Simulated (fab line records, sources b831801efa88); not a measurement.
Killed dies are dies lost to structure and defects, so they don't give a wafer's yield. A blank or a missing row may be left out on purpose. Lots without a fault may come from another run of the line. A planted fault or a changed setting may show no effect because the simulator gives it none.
A struck lot beside a sound one | flow sky130 | 15 steps out of a route of 708
Sound: wafers L138.2, L138.3, L138.5. Struck: wafers L150.2, L150.3, L150.5. The cause comes at the end.
At each step with rows: each side's tool, then ch and its chambers, then its first start. Under that, the readings that differ: sound wafers | struck wafers | difference of the means | sigmas: that difference in standard deviations of wafers without a fault.
alike: readings whose means differ by less than 2 such deviations, and words and numbers that are the same on both sides. not compared: withheld readings, readings that some wafer has no value for, bounds like >300 that may hide the same value, and numbers for which the record gives no deviation and whose values overlap.
The two part at a step that has a row with sigmas, a row that says differs or no value, or rows on one side only. Numbers that don't overlap but have no deviation are shown without sigmas and don't part them. A reading that every wafer of one side lacks parts them only if that side has two wafers or more.

first, 3 steps without rows for these wafers: SKY_PASSIVATION_EXPOSE_08 (exposes mask NSM, target cd 3000 nm); SKY_PASSIVATION_PEB_09; SKY_PASSIVATION_DEVELOP_10 (develop time 60 s).
SKY_PASSIVATION_ETCH_11: etches the open film in CF4/O2, stops on AlCu, target depth 725 nm, time 161.1 s.
  sound on rie_diel-03 ch 2,3, day 44 02:44; struck on rie_diel-03 ch 0,3, day 47 15:46
  alike: drypump_motor_current_A, oes_product_au, rf_fwd_power_W, throttle_valve_pct
  not compared: rf_hours_counter_h
SKY_PASSIVATION_STRIP_12: strips in O2/N2.
  sound on plasma_asher-02 ch 0,1, day 44 02:50; struck on plasma_asher-03 ch 0, day 47 15:52
  alike: drypump_motor_current_A, oes_product_au, strip_time_to_endpoint_s
  not compared: rf_hours_counter_h
then, 7 steps without rows for these wafers: SKY_PAD_OPEN_DEHYDRATE_00 (time 60 s); SKY_PAD_OPEN_HMDS_01 (prime time 60 s); SKY_PAD_OPEN_COAT_02 (resist thk 3000 nm); SKY_PAD_OPEN_SOFTBAKE_03; SKY_PAD_OPEN_EXPOSE_04 (exposes mask PDM, target cd 60000 nm); SKY_PAD_OPEN_PEB_05; SKY_PAD_OPEN_DEVELOP_06 (develop time 60 s).
SKY_PAD_OPEN_ETCH_07: etches the open film in CF4/O2, stops on AlCu, target depth 725 nm, time 161.1 s.
  sound on rie_diel-04 ch 0,1, day 45 00:02; struck on rie_diel-01 ch 0,1, day 48 10:20
  reading            | sound             | struck            | difference | sigmas
  rf_fwd_power_W (W) | 799.5 793.3 796.7 | 924.7 923.2 927.2 | +128.5     | +49
  alike: drypump_motor_current_A, oes_product_au, throttle_valve_pct
  not compared: rf_hours_counter_h
SKY_PAD_OPEN_STRIP_08: strips in O2/N2.
  sound on plasma_asher-01 ch 0,1, day 45 00:08; struck on plasma_asher-04 ch 0,1, day 48 10:26
  reading                     | sound       | struck      | difference | sigmas
  drypump_motor_current_A (A) | 4.8 5.3 5.3 | 6.0 6.0 6.1 | +0.9       | +2
  alike: oes_product_au
  not compared: rf_hours_counter_h
SKY_PAD_OPEN_PROBE_99:
  sound on prober-02, day 45 02:26; struck on prober-02, day 48 12:42
  alike: defect_limited_yield, killed_at_M0_to_M3, killed_at_M4_up, killed_at_contacts, killed_at_front_end, killed_at_other, killed_dies, killed_open, killed_short, sort_bin_3_pad_short, sort_bin_5_function, sort_bin_6_memory, sort_n_pass, sort_yield_pct

WHERE THEY PART
First at SKY_PAD_OPEN_ETCH_07; last, within this record, at SKY_PAD_OPEN_STRIP_08. Later steps at which nothing parts them and some readings are alike: SKY_PAD_OPEN_PROBE_99.

WHY: what the simulator had put in
Process parameter drift: rie_diel-01, from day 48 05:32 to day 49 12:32, at SKY_PAD_OPEN_ETCH_07. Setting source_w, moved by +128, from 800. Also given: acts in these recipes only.
